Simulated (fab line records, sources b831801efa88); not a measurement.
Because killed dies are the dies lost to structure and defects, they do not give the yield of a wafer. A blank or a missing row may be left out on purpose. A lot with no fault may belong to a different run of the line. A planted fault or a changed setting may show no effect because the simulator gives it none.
Code-filled problem report in 8D (eight disciplines) form | flow gf180mcu | the parts of the form that need people (team, actions taken, sign-off) are left out

== 1. THE PROBLEM ==
At GF_V3_ETCH_16, rf-fwd-power-W averages 415.0 W over 6 wafers from 2 lots, while fault-free wafers read 495.9 W, standard deviation 1.8. Measured from the usual mean, that is -45 standard deviations.
The step: etches BARC in N2/H2.
First seen on wafer L145.1, day 23 23:13, on rie-diel-01. The record has a number at this step for 36 wafers belonging to 12 lots. By rule, "out" or "out of limits" means more than 4 standard deviations away from the usual mean. Any other wafer with a number is counted as sound.

== 2. WHAT IT IS; WHAT IT IS NOT ==
question                    | is                     | is not
which readings at this step | rf-fwd-power-W         | drypump-motor-current-A, oes-product-au, throttle-valve-pct
which lots                  | L145, L150             | L142, L143, L151, L154, L158, L159, L160, L162, L163, L165
which wafers of those lots  | all that have a number | -
read on which tools         | rie-diel-01            | rie-diel-03, rie-diel-04
when                        | from day 23 23:13      | up to then (6 sound wafers); but 24 sound wafers of L151, L154, L158, L159, L160, L162, L163, L165 came after

== 3. THE SUSPECTS, EACH WITH WHAT RULES IT OUT ==
Counting: a tool at a process step up to the reading stays a suspect if it ran every lot that is out and no sound lot after the first of them.
- rie-diel-01 at GF_V3_ETCH_16 (etches BARC in N2/H2): kept. It ran every lot that is out, first L145 (day 23 23:13), and no sound lot after that; its last sound lot up to then is L143 (day 23 00:34). Its own readings are out on those wafers: rf-fwd-power-W.
Left after counting: rie-diel-01 at GF_V3_ETCH_16.

== 4. THE CAUSE (what the simulator had put in) ==
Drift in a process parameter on rie-diel-01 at GF_V3_ETCH_16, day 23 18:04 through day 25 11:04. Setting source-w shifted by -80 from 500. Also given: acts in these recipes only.
Counting left only this tool.

== 5. SEQUENCE OF EFFECTS, ordered by route ==
One row per reading whose mean, taken over the struck wafers that have a number, lies over 3 standard deviations from the usual. Only readings whose record carries a usual standard deviation are examined. hours: median over the lots of the time between each lot's start at the first step of this table that gives one and its start at this step. sigmas: the change, counted in usual standard deviations.
hours | step          | reading        | usual   | on struck wafers | change | sigmas
0     | GF_V3_ETCH_16 | rf-fwd-power-W | 495.9 W | 415.0            | -80.9  | -45
The process steps in it:
- GF_V3_ETCH_16: etches BARC in N2/H2.

== 6. WHAT WOULD HAVE CAUGHT IT SOONER ==
The fault began at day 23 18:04; the first out-of-limits reading in this record came at day 23 23:13, 5 hours later.
